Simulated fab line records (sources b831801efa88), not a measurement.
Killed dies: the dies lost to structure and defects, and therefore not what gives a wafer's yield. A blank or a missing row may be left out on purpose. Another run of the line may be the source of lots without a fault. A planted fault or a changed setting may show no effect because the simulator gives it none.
Which of the tools did it? ; flow sky130 ; 14 lots with 42 wafers sampled at 3 steps, on a route of 708 steps

## WHAT EACH GAUGE READ, for each wafer
SKY_VT_ADJUST_HVTR_CD_MEAS_07: target cd 380 nm. Usual: cdNm 380.0 nm, standard deviation 2.8.
lot;measured;on;cdNm (nm);flag
L583;day 9 12:30;cdSem-01;376.7 378.4 376.8;
L584;day 9 21:20;cdSem-02;385.2 383.2 383.9;
L585;day 10 01:55;cdSem-01;378.9 378.1 381.2;
L587;day 11 00:03;cdSem-02;383.3 381.9 380.0;
L588;day 11 10:15;cdSem-01;380.3 379.8 382.0;
L589;day 11 13:50;cdSem-02;379.5 377.8 379.1;
L591;day 11 20:09;cdSem-02;379.1 383.9 382.3;
L592;day 12 03:13;cdSem-01;383.0 383.0 383.1;
L595;day 13 07:20;cdSem-01;- - -;OFF
L596;day 13 09:17;cdSem-02;- - -;OFF
L600;day 14 17:33;cdSem-02;380.1 381.4 380.1;
L604;day 16 00:39;cdSem-01;383.0 382.0 382.9;
L605;day 16 08:13;cdSem-01;387.6 385.8 385.0;
L606;day 16 12:27;cdSem-01;382.2 380.3 381.7;

SKY_SONOS_ONO_THK_MEAS_01. Usual: SONOS_ONO_OXIDATION_THK gives 2.61 nm (standard deviation 0.053).
lot;measured;on;SONOS_ONO_OXIDATION_THK (nm);flag
L583;day 11 17:29;filmMetro-04;2.59 2.62 2.65;
L584;day 11 23:32;filmMetro-04;2.59 2.73 2.68;
L585;day 12 05:04;filmMetro-02;2.55 2.56 2.58;
L587;day 13 08:08;filmMetro-04;2.62 2.64 2.61;
L588;day 13 17:44;filmMetro-04;2.64 2.58 2.64;
L589;day 13 17:43;filmMetro-02;2.53 2.60 2.54;
L591;day 14 01:56;filmMetro-02;2.72 2.66 2.69;
L592;day 14 11:38;filmMetro-03;2.57 2.59 2.60;
L595;day 15 11:49;filmMetro-04;2.60 2.61 2.59;
L596;day 15 13:08;filmMetro-03;2.52 2.61 2.58;
L600;day 17 04:50;filmMetro-02;2.60 2.59 2.57;
L604;day 18 12:59;filmMetro-03;2.74 2.64 2.69;
L605;day 18 21:56;filmMetro-02;2.67 2.64 2.57;
L606;day 19 01:40;filmMetro-02;2.65 2.69 2.65;

## WHAT TOOL EACH LOT RAN ON (gives the tool, then ch and the chambers of the sampled wafers, and finally the start)
lot;SKY_VT_ADJUST_HVTR_DEVELOP_06
L583;lithoTrack-03 ch 0, day 9 12:21
L584;lithoTrack-03 ch 0, day 9 21:11
L585;lithoTrack-02 ch 0, day 10 01:46
L587;lithoTrack-02 ch 0, day 10 23:54
L588;lithoTrack-03 ch 0, day 11 10:06
L589;lithoTrack-03 ch 0, day 11 13:41
L591;lithoTrack-04 ch 0, day 11 20:01
L592;lithoTrack-02 ch 0, day 12 03:04
L595;lithoTrack-03, day 13 07:12
L596;lithoTrack-04, day 13 09:08
L600;lithoTrack-03 ch 0, day 14 17:24
L604;lithoTrack-02 ch 0, day 16 00:30
L605;lithoTrack-03 ch 0, day 16 08:00
L606;lithoTrack-02 ch 0, day 16 12:18
- SKY_VT_ADJUST_HVTR_DEVELOP_06: develop time 60 s.

## AS READ BY THE TOOLS THEMSELVES (means over the sampled wafers that have a number; for cases with no such wafer, the mark the record gives instead)
SKY_VT_ADJUST_HVTR_DEVELOP_06. Usual: chillPlateTempC 23.01 C, standard deviation 0.11; resistLineTempC 22.99 C, standard deviation 0.094.
lot;tool;chillPlateTempC (C);resistLineTempC (C);flag
L583;lithoTrack-03;23.07;22.99;
L584;lithoTrack-03;23.14;22.96;
L585;lithoTrack-02;22.93;23.08;
L587;lithoTrack-02;23.10;22.99;
L588;lithoTrack-03;22.90;23.08;
L589;lithoTrack-03;22.91;22.93;
L591;lithoTrack-04;23.26;23.00;
L592;lithoTrack-02;22.87;22.91;
L595;lithoTrack-03;-;-;OFF
L596;lithoTrack-04;-;-;OFF
L600;lithoTrack-03;22.99;22.99;
L604;lithoTrack-02;22.94;22.97;
L605;lithoTrack-03;22.99;22.99;
L606;lithoTrack-02;22.97;23.08;

## THE ANSWER, worked out from the rows above alone
Rule: lot off if the mean of its wafers having a number is beyond 3 standard deviations from the usual mean. Also off: a lot with no number at a reading for which 4 or more lots have one. Where the step has rows for the other lots, those lots are counted as sound. First the gauges in route order, then the tools' own readings, where a lot's mean is used as printed above. The first step at which some lot is off is used, and at that step the reading that is off furthest; a lot without a number counts as furthest.
Off: L595, L596, at SKY_VT_ADJUST_HVTR_CD_MEAS_07 (cdNm). Without a number there: L595, L596.
If a tool, at a process step before that reading, ran all the lots that are off and no sound lot after the first of them, it fits. The gauges at SKY_VT_ADJUST_HVTR_CD_MEAS_07 aren't tried: what is off there is off at SKY_VT_ADJUST_HVTR_DEVELOP_06 too, on other tools, and a gauge's error can't cause that. Of those tried, none fits.

## WHAT HAD BEEN PUT IN BY THE SIMULATOR
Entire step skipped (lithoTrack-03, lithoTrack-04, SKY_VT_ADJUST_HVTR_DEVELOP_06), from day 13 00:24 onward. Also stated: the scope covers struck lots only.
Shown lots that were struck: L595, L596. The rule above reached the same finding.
